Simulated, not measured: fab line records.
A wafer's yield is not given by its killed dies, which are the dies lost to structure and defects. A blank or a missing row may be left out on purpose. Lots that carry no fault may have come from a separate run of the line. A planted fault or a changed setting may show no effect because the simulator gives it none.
A single fault, viewed from 2 desks || flow sky130 || every desk sees just its own numbers, and what lay behind them comes last

== THE TOOL OWNER'S DESK: rie si-01 ==
The tool's own readings at SKY_POLY_GATE_ETCH_17 (etches poly-Si in HBr/Cl2, stops on SiO2, target depth 180 nm, time 70.5 s): means of the sampled wafers that have a number, for each lot that ran on this tool. The brackets show how far a lot's mean lies from the usual mean; more than 4 standard deviations puts the lot out of limits, marked OUT.
Columns: A = drypump motor current A at SKY_POLY_GATE_ETCH_17, usual 5.4 A; B = mfc cl2 sccm at SKY_POLY_GATE_ETCH_17, usual 49.99 sccm; C = oes product au at SKY_POLY_GATE_ETCH_17, usual 0.988 a.u.; D = rf fwd power W at SKY_POLY_GATE_ETCH_17, usual 396.8 W; E = throttle valve pct at SKY_POLY_GATE_ETCH_17, usual 33.685 %
{"lot": "L900", "first seen here": "day 16 15:40", "A": 5.0, "B": 49.84, "C": 0.987, "D": 397.0, "E": 33.680}
{"lot": "L902", "first seen here": "day 17 23:07", "A": 5.4, "B": 50.07, "C": 0.992, "D": 396.3, "E": 33.688}
{"lot": "L905", "first seen here": "day 18 13:46", "A": 5.3, "B": 49.95, "C": 0.990, "D": 396.7, "E": 33.679}
{"lot": "L909", "first seen here": "day 20 04:22", "A": 5.4, "B": 49.97, "C": 0.988, "D": 396.8, "E": 33.680}
{"lot": "L912", "first seen here": "day 21 21:19", "A": 5.4, "B": 50.04, "C": 0.974, "D": "374.9 (-14) OUT", "E": 33.687}
{"lot": "L913", "first seen here": "day 22 00:31", "A": 5.8, "B": 49.88, "C": "0.949 (-6.3) OUT", "D": "353.3 (-27) OUT", "E": 33.682}
{"lot": "L922", "first seen here": "day 24 20:34", "A": 5.2, "B": 50.14, "C": 0.990, "D": 397.7, "E": 33.680}
This desk finds L912, L913 out of limits, L912 being first, at day 21 21:19 (rf fwd power W at SKY_POLY_GATE_ETCH_17). In limits: L900, L902, L905, L909, L922.

== THE METROLOGY DESK ==
Means of the sampled wafers that have a number, per lot and without regard to the tool the lot ran on: this is what the gauges read. The brackets show how far a lot's mean lies from the usual mean; more than 4 standard deviations puts the lot out of limits, marked OUT.
Columns: A = VT_ADJUST_NCORE_TW at SKY_VT_ADJUST_NCORE_TW_MEAS_11, usual 219.8; B = cd nm at SKY_SONOS_ONO_CD_MEAS_13, usual 410.7 nm; C = POLY_GATE_TW at SKY_RES_PROTECT_TW_MEAS_08, usual 4047
{"lot": "L900", "first seen here": "day 8 16:21", "A": 219.6, "B": 409.8, "C": 4004}
{"lot": "L902", "first seen here": "day 9 09:59", "A": 218.9, "B": 413.2, "C": 4061}
{"lot": "L904", "first seen here": "day 9 21:03", "A": 221.8, "B": 413.8, "C": 4068}
{"lot": "L905", "first seen here": "day 10 03:55", "A": 221.2, "B": 412.9, "C": 4046}
{"lot": "L906", "first seen here": "day 10 09:56", "A": 220.5, "B": 405.4, "C": 3985}
{"lot": "L907", "first seen here": "day 10 15:37", "A": 221.3, "B": 412.2, "C": 3996}
{"lot": "L908", "first seen here": "day 11 08:43", "A": 219.2, "B": 410.2, "C": 4033}
{"lot": "L909", "first seen here": "day 11 11:10", "A": 220.0, "B": 411.0, "C": 4068}
{"lot": "L912", "first seen here": "day 12 08:18", "A": 220.0, "B": 407.1, "C": 4064}
{"lot": "L913", "first seen here": "day 12 16:59", "A": 219.8, "B": 411.6, "C": 4047}
{"lot": "L919", "first seen here": "day 14 13:44", "A": 219.4, "B": 409.4, "C": 4028}
{"lot": "L921", "first seen here": "day 15 05:44", "A": 219.9, "B": 408.3, "C": 4047}
{"lot": "L922", "first seen here": "day 15 12:56", "A": 219.8, "B": 409.1, "C": 4069}
{"lot": "L923", "first seen here": "day 15 19:20", "A": 219.3, "B": 410.4, "C": 4066}
Finding of this desk: none of the 14 lots has anything out of limits.

== PUT TOGETHER ==
On L912, L913, at day 21 21:19, an alarm was possible from the tool owner's desk.
From the metrology desk's view, nothing was out of limits.
The metrology desk has L912, L913 on record, within its limits.
The lots listed all ran SKY_POLY_GATE_ETCH_17 on rie si-01.

== WHAT THE SIMULATOR HAD PUT IN ==
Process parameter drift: rie si-01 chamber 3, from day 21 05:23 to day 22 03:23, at SKY_POLY_GATE_ETCH_17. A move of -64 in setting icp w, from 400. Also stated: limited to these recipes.
Lots struck among those shown: L912, L913.
Hours from the fault's start to each desk's first reading out of limits: the tool owner's desk, 16.
